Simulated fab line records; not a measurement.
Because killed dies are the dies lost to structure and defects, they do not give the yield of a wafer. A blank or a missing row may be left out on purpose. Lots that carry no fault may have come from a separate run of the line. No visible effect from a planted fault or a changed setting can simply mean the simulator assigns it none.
Split-lot experiment	flow gf180mcu	23 wafers read from 5 lots, route of 602 steps

== SPLIT DETAILS ==
At GF_HV_LDD_CVD_54 (deposits SiO2 from TEOS, target thk 10 nm, time 75 s), the setting target thk nm was moved away from the recipe's 10 nm on 20 of the 23 wafers read, by -8.9% to +8.3%. All remaining wafers had this setting at the recipe value.

Between the split and the reading, the file records no step.

== THE READING ==
HV_LDD_CVD_54_THK, in nm, at GF_HV_LDD_THK_MEAS_55. A value of 10.00 nm with a standard deviation of 0.1 nm is what fault-free wafers of this fab line usually give.

wafer	tool, chamber at the split	target thk nm as run, nm	against the recipe	HV_LDD_CVD_54_THK, nm	against lot-mates on the recipe
L074.1	-, -	10.44	+4.4%	10.33	no lot-mate on the recipe
L074.2	-, -	10.44	+4.4%	10.34	no lot-mate on the recipe
L074.3	-, -	10.44	+4.4%	10.27	no lot-mate on the recipe
L074.5	-, -	10.44	+4.4%	10.37	no lot-mate on the recipe
L074.6	-, -	10.44	+4.4%	10.26	no lot-mate on the recipe
L077.2	-, -	10.83	+8.3%	10.85	no lot-mate on the recipe
L077.3	-, -	10.83	+8.3%	10.83	no lot-mate on the recipe
L077.4	-, -	10.83	+8.3%	10.88	no lot-mate on the recipe
L077.5	-, -	10.83	+8.3%	10.93	no lot-mate on the recipe
L077.6	-, -	10.83	+8.3%	10.87	no lot-mate on the recipe
L079.1	-, -	10.51	+5.1%	10.48	no lot-mate on the recipe
L079.2	-, -	10.51	+5.1%	10.54	no lot-mate on the recipe
L079.3	-, -	10.51	+5.1%	10.43	no lot-mate on the recipe
L079.4	-, -	10.51	+5.1%	10.43	no lot-mate on the recipe
L079.5	-, -	10.51	+5.1%	10.55	no lot-mate on the recipe
L080.1	-, -	9.11	-8.9%	9.10	no lot-mate on the recipe
L080.2	-, -	9.11	-8.9%	9.16	no lot-mate on the recipe
L080.3	-, -	9.11	-8.9%	9.08	no lot-mate on the recipe
L080.4	-, -	9.11	-8.9%	9.09	no lot-mate on the recipe
L080.6	-, -	9.11	-8.9%	9.18	no lot-mate on the recipe
L082.1	lpcvd-01, 0	10	recipe	10.07	-
L082.3	lpcvd-01, 0	10	recipe	10.15	-
L082.5	lpcvd-01, 0	10	recipe	10.08	-

THE FIT
A straight line over all 23 wafers: HV_LDD_CVD_54_THK changes by +0.0979 nm for each +1% of target thk nm; r = +0.99; the points scatter about the line by 0.086 nm.
Too few moved wafers have a lot-mate on the recipe to fit a line with each lot's own level taken away.

== THE WHOLE CHAIN: every reading that the file lists as answering this split, in the file's order ==
step	what it does	reading	change (the file's fit)	r (the file's)
GF_HV_LDD_CVD_54	deposits SiO2 from TEOS, target thk 10 nm, time 75 s	SiO2_of_HV_LDD_CVD_54.thk nm (the simulator's own value, which no gauge read)	+0.0975 nm for each +1% of the setting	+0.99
GF_HV_LDD_THK_MEAS_55		HV_LDD_CVD_54_THK	+0.0979 for each +1% of the setting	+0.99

== THE FILE'S OWN FIT ==
HV_LDD_CVD_54_THK changes by +0.0979 nm for each +1% of target thk nm, r = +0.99.
